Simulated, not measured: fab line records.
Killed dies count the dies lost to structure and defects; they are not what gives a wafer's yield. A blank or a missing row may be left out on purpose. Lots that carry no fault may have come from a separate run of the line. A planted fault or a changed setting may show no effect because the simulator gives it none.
fab line records | flow sky130
record: lots: 12 wafers: 36 last-day: 50
route steps=708 shown VT_ADJUST_HVTR@141 GATE_OXIDE@203 POLY_GATE@235 LDD_LDN@296
lots that met no fault: from a run of the same line without faults
start-h: hours from the record's opening day to when the first of the lot's shown wafers began | wait-h: hours from the lot's prior step to this one | " as in the row above | L1.1+2: a row that stands for several wafers | - either no value or no given start | * or withheld: withheld | < > ~ a bound
route shown NAME@n: NAME is a module with steps in the file, n the number in the route of the first one | usual: average and standard deviation across the fault-free wafers | same: alike in all rows | chamber/n: place in a boat | sites: per-site readings | _std_site: standard deviation of those values | _edge_site: outer sites' mean less inner sites' | radius-mm: for every site, how far away it sits from the centre of the wafer | mask NAME#n: copy n | behind: tool/chamber where the wafer was last shaped | hold: what put the lot on hold/how long, in hours/how the hold closed | device: the transistor (n, p or np) that didn't switch | end of line: tests of these same wafers at the route's end | a step with no rows: only its recipe | killed: dies lost to structure and defects at the first sort, not the wafer's yield | map: a wafer's dies, marking killed ones x, the rest . and places with no die _
set.NAME: the run value of the setting; set.NAME@STEP: its run value at that earlier step | model.NAME: the simulator's own value behind a step, which no gauge read
the route's steps for a sample of lots (tables are steps, rows are wafers)
services: the hour from which a tool's chamber was out of use, counted from the record's first day as start-h (under 0 if before that day), plus the number of hours and why
== steps ==
step: SKY_VT_ADJUST_HVTR_STRIP_10
recipe: chemistry: O2/N2 power-w: 1400 pressure-mtorr: 1500 platen-temp-c: withheld o2-flow-sccm: 3000 n2-flow-sccm: 300 overash-fraction: 0.5
usual: drypump-motor-current-A: 5.8/0.34 oes-product-au: 0.715/0.0048 strip-time-to-endpoint-s: 14.21/0.043
columns lot.wafer tool chamber start-h wait-h drypump-motor-current-A oes-product-au rf-hours-counter-h strip-time-to-endpoint-s
L707.1 plasma-asher-03 1 205.48 0.1 6.0 0.716 51 14.16
L707.5 " 1 " " 6.0 0.708 - 14.15
L707.6 " 0 " " 6.4 0.716 - 14.18
L708.1 plasma-asher-04 1 211.88 0.1 5.9 0.713 39 14.17
L708.5 " 0 " " 5.2 0.718 - 14.19
L708.6 " 1 " " 5.9 0.718 - 14.17
L709.3 plasma-asher-02 1 219.65 0.1 5.6 0.721 - 14.25
L709.4 " 0 " " 5.8 0.710 - 14.26
L709.5 " 0 " " 5.8 0.718 - 14.27
L710.3 plasma-asher-04 0 221.77 0.1 5.3 0.718 - 14.14
L710.4 " 1 " " 5.8 0.721 - 14.17
L710.6 " 0 " " 5.3 0.706 - 14.10
L712.1 plasma-asher-02 0 234.93 0.1 5.8 0.719 11 14.17
L712.2 " 1 " " 5.6 0.716 11 14.11
L712.5 " 1 " " 5.6 0.710 - 14.20
L713.3 plasma-asher-02 1 245.27 0.1 5.6 0.720 - 14.19
L713.4 " 0 " " 5.8 0.712 - 14.19
L713.5 " 0 " " 5.8 0.717 - 14.22
L715.2 plasma-asher-03 1 271.62 0.1 6.0 0.713 58 14.30
L715.3 " 1 " " 6.0 0.712 - 14.26
L715.6 " 0 " " 6.4 0.713 - 14.24
L716.2 plasma-asher-04 1 271.92 0.1 5.9 0.716 43 14.24
L716.4 " 0 " " 5.2 0.719 - 14.19
L716.6 " 1 " " 5.9 0.714 - 14.26
L726.1 plasma-asher-02 0 327.92 0.1 5.8 0.718 21 14.23
L726.2 " 1 " " 5.6 0.712 21 14.28
L726.4 " 1 " " 5.6 0.714 - 14.24
L727.1 plasma-asher-04 0 333.97 0.1 5.3 0.717 49 14.24
L727.2 " 1 " " 5.9 0.711 49 14.26
L727.6 " 1 " " 5.9 0.723 - 14.19
L728.1 plasma-asher-03 1 345.78 0.1 6.0 0.706 66 14.24
L728.2 " 0 " " 6.4 0.729 66 14.19
L728.3 " 1 " " 6.0 0.716 - 14.27
L730.1 plasma-asher-04 1 360.48 0.1 5.9 0.721 52 14.17
L730.5 " 1 " " 5.9 0.719 - 14.18
L730.6 " 0 " " 5.3 0.716 - 14.18
step: SKY_GATE_OXIDE_OXIDATION_16
recipe: temp-c: 800 ambient: O2 idle-temp-c: 700 ramp-up-c-per-min: 10 ramp-down-c-per-min: 3 stabilise-s: 600 purge-s: 300 target-thk-a: 35.7 ox-time-s: 1915
usual: spike-tc-bottom-C: 818.6/2 spike-tc-centre-C: 800.5/1.1 spike-tc-lower-C: 801.2/1.3 spike-tc-top-C: 810.6/0.95 spike-tc-upper-C: 800.3/1 tube-center-temp-C: 800/0.07 tube_center_temp_C_max: 802.1/0.32
columns lot.wafer tool chamber start-h wait-h spike-tc-bottom-C spike-tc-centre-C spike-tc-lower-C spike-tc-top-C spike-tc-upper-C tube-center-temp-C tube_center_temp_C_max
L707.1 furnace-02 0 302.88 1.8 820.5 800.8 801.0 811.4 801.9 800.06 802.4
L707.5 " 0 " " 819.4 800.0 802.2 811.4 800.8 800.04 802.4
L707.6 " 0 " " 818.5 801.5 801.8 810.5 802.9 800.12 802.0
L708.1 furnace-02 0 306.76 0.0 820.0 800.6 799.3 810.9 800.7 799.95 802.2
L708.5 " 0 " " 820.0 800.3 802.8 810.1 800.5 800.04 802.2
L708.6 " 0 " " 819.4 800.9 802.2 811.0 799.6 799.98 802.0
L709.3 furnace-01 0 315.87 2.0 819.4 798.4 798.9 810.9 798.6 799.94 802.2
L709.4 " 0 " " 814.4 797.5 799.7 811.0 800.4 799.99 801.9
L709.5 " 0 " " 816.7 798.4 801.2 811.2 799.4 799.97 803.0
L710.3 furnace-02 0 320.37 2.7 819.8 800.2 802.6 809.5 801.8 799.93 801.6
L710.4 " 0 " " 822.4 801.6 802.5 810.4 801.9 799.91 802.2
L710.6 " 0 " " 818.8 802.2 802.2 810.9 799.9 800.1 802.0
L712.1 furnace-02 0 335.17 0.8 819.5 801.9 802.5 810.6 801.0 800.16 802.1
L712.2 " 0 " " 820.9 800.8 800.9 810.8 801.2 799.96 802.3
L712.5 " 0 " " 821.1 800.7 801.7 810.6 801.3 799.94 802.1
L713.3 furnace-01 0 340.51 0.3 815.9 799.0 801.6 811.6 801.1 800.01 801.6
L713.4 " 0 " " 814.5 798.3 799.1 811.0 797.6 800.07 802.0
L713.5 " 0 " " 816.0 798.8 800.6 811.8 799.8 800.1 802.2
L715.2 furnace-02 0 371.91 0.8 812.1 793.0 793.6 803.8 791.7 791.82 793.8
L715.3 " 0 " " 811.1 792.2 793.0 803.3 792.0 791.88 793.5
L715.6 " 0 " " 811.4 793.7 793.8 802.8 792.7 791.81 793.4
L716.2 furnace-02 0 371.91 0.2 811.1 792.2 792.5 802.3 793.4 791.92 793.9
L716.4 " 0 " " 812.4 792.7 792.3 801.8 794.0 791.83 793.9
L716.6 " 0 " " 812.2 791.7 792.9 803.6 793.2 791.88 793.8
L726.1 furnace-02 0 452.86 3.2 820.7 801.7 800.4 810.3 800.6 799.97 801.9
L726.2 " 0 " " 819.9 800.5 799.8 812.8 800.7 799.94 801.9
L726.4 " 0 " " 818.9 800.2 801.1 809.9 798.8 800.03 802.1
L727.1 furnace-01 0 458.71 2.9 817.2 799.4 800.0 810.1 800.6 800.03 802.1
L727.2 " 0 " " 816.6 799.1 798.6 811.7 800.3 799.99 801.9
L727.6 " 0 " " 815.6 800.5 800.1 809.1 800.6 799.89 802.2
L728.1 furnace-02 0 473.01 0.0 819.4 799.2 802.7 810.5 799.7 799.96 802.2
L728.2 " 0 " " 819.7 801.4 802.8 809.5 800.2 800.01 802.0
L728.3 " 0 " " 821.4 800.8 802.6 811.4 800.5 800.05 802.1
L730.1 furnace-02 0 490.88 0.0 820.3 802.8 799.9 809.7 799.8 799.98 802.5
L730.5 " 0 " " 820.8 802.2 802.7 809.6 799.1 799.98 801.9
L730.6 " 0 " " 822.1 800.4 799.8 811.5 799.3 800.01 801.8
step: SKY_POLY_GATE_THK_MEAS_21
recipe: reads: SiO2_of_POLY_GATE_OXIDATION_20
usual: POLY_GATE_OXIDATION_THK: 3.98/0.1
columns lot.wafer tool chamber start-h wait-h POLY_GATE_OXIDATION_THK[nm]
L707.1 film-metro-02 - 362.81 0.0 4.04
L707.5 " - " " 4.00
L707.6 " - " " 3.99
L708.1 film-metro-01 - 365.41 0.0 4.02
L708.5 " - " " 4.00
L708.6 " - " " 3.96
L709.3 film-metro-01 - 377.23 0.0 4.11
L709.4 " - " " 3.93
L709.5 " - " " 3.99
L710.3 film-metro-04 - 379.99 0.0 4.04
L710.4 " - " " 4.12
L710.6 " - " " 3.92
L712.1 film-metro-01 - 397.88 0.0 4.02
L712.2 " - " " 4.06
L712.5 " - " " 3.96
L713.3 film-metro-04 - 405.36 0.0 4.20
L713.4 " - " " 4.15
L713.5 " - " " 4.08
L715.2 film-metro-01 - 441.90 0.0 4.16
L715.3 " - " " 4.07
L715.6 " - " " 4.14
L716.2 film-metro-02 - 441.90 0.0 3.99
L716.4 " - " " 4.03
L716.6 " - " " 3.97
L726.1 film-metro-02 - 519.77 0.0 3.90
L726.2 " - " " 3.89
L726.4 " - " " 3.82
L727.1 film-metro-04 - 527.47 0.0 4.09
L727.2 " - " " 4.11
L727.6 " - " " 4.04
L728.1 film-metro-01 - 541.46 0.0 3.95
L728.2 " - " " 3.92
L728.3 " - " " 3.96
L730.1 film-metro-04 - 558.55 0.0 4.01
L730.5 " - " " 3.94
L730.6 " - " " 3.95
step: SKY_LDD_LDN_OVL_MEAS_07
usual: LDD_LDN_OVL: 0.4/1.6
columns lot.wafer tool chamber start-h wait-h LDD_LDN_OVL[nm]
L707.1 overlay-02 - 514.81 0.1 -1.1
L707.5 " - " " -2.2
L707.6 " - " " -0.8
L708.1 overlay-01 - 516.51 0.1 2.7
L708.5 " - " " 2.7
L708.6 " - " " 2.5
L709.3 overlay-01 - 529.88 0.1 1.8
L709.4 " - " " -0.6
L709.5 " - " " 1.6
L710.3 overlay-02 - 533.18 0.1 2.6
L710.4 " - " " 1.7
L710.6 " - " " 1.7
L712.1 overlay-02 - 551.71 0.1 -0.7
L712.2 " - " " 1.0
L712.5 " - " " -1.4
L713.3 overlay-02 - 560.13 0.1 2.6
L713.4 " - " " 1.1
L713.5 " - " " 1.2
L715.2 overlay-02 - 594.42 0.1 -0.3
L715.3 " - " " -0.2
L715.6 " - " " -1.9
L716.2 overlay-01 - 594.81 0.1 0.3
L716.4 " - " " -1.4
L716.6 " - " " 2.6
L726.1 overlay-02 - 671.66 0.1 0.9
L726.2 " - " " 0.3
L726.4 " - " " 0.4
L727.1 overlay-02 - 678.51 0.1 0.0
L727.2 " - " " 0.8
L727.6 " - " " -1.7
L728.1 overlay-02 - 691.01 0.1 3.9
L728.2 " - " " 0.7
L728.3 " - " " 4.2
L730.1 overlay-02 - 706.76 0.1 -0.9
L730.5 " - " " -0.6
L730.6 " - " " -1.6
== services ==
columns tool chamber start-h hours kind
furnace-02 - 227.52 11.2 pm
plasma-asher-04 - 236.46 13.9 repair
furnace-01 - 269.35 3.2 pm
furnace-02 - 308.29 4.1 pm
plasma-asher-02 - 342.33 14.6 pm
plasma-asher-03 - 348.15 7.2 repair
furnace-01 - 372.98 2.7 pm
plasma-asher-03 - 403.94 1.8 repair
plasma-asher-03 - 421.25 9.0 pm
plasma-asher-03 0 421.25 9.0 vent-cycle
plasma-asher-03 1 421.25 9.0 vent-cycle
plasma-asher-03 0 430.25 - clean
plasma-asher-03 1 430.25 - clean
furnace-01 - 434.70 19.9 pm
furnace-01 - 454.62 2.7 pm
furnace-02 - 464.49 3.0 pm
plasma-asher-03 - 483.82 0.5 repair
== key ==
first-sign: step: SKY_GATE_OXIDE_OXIDATION_16 reading: tube-center-temp-C direction: down sigmas: 99+ usual: * struck: *
effect: step: SKY_GATE_OXIDE_OXIDATION_16 reading: tube_center_temp_C_max direction: down sigmas: 26 usual: * struck: *
met-at SKY_GATE_OXIDE_OXIDATION_16
struck-lots L715,L716
tester-left-out L715,L716
not-acting-at SKY_VT_ADJUST_HVTR_STRIP_10,SKY_POLY_GATE_THK_MEAS_21,SKY_LDD_LDN_OVL_MEAS_07
onset-between 335.17 371.91
fault: kind: process-parameter-drift tool: furnace-02 chamber: - onset-h: 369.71 steps: SKY_GATE_OXIDE_OXIDATION_16 channel: temp-c offset: * shape: step end-h: 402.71 acts-in: * stated: *
tester-left-out: of these lots the tester's yield and bins aren't shown, on N5 and GAA mostly nor the transistor test; their killed dies are dies lost to structure and defects alone, not to doping, threshold or leakage, so they don't give the yield
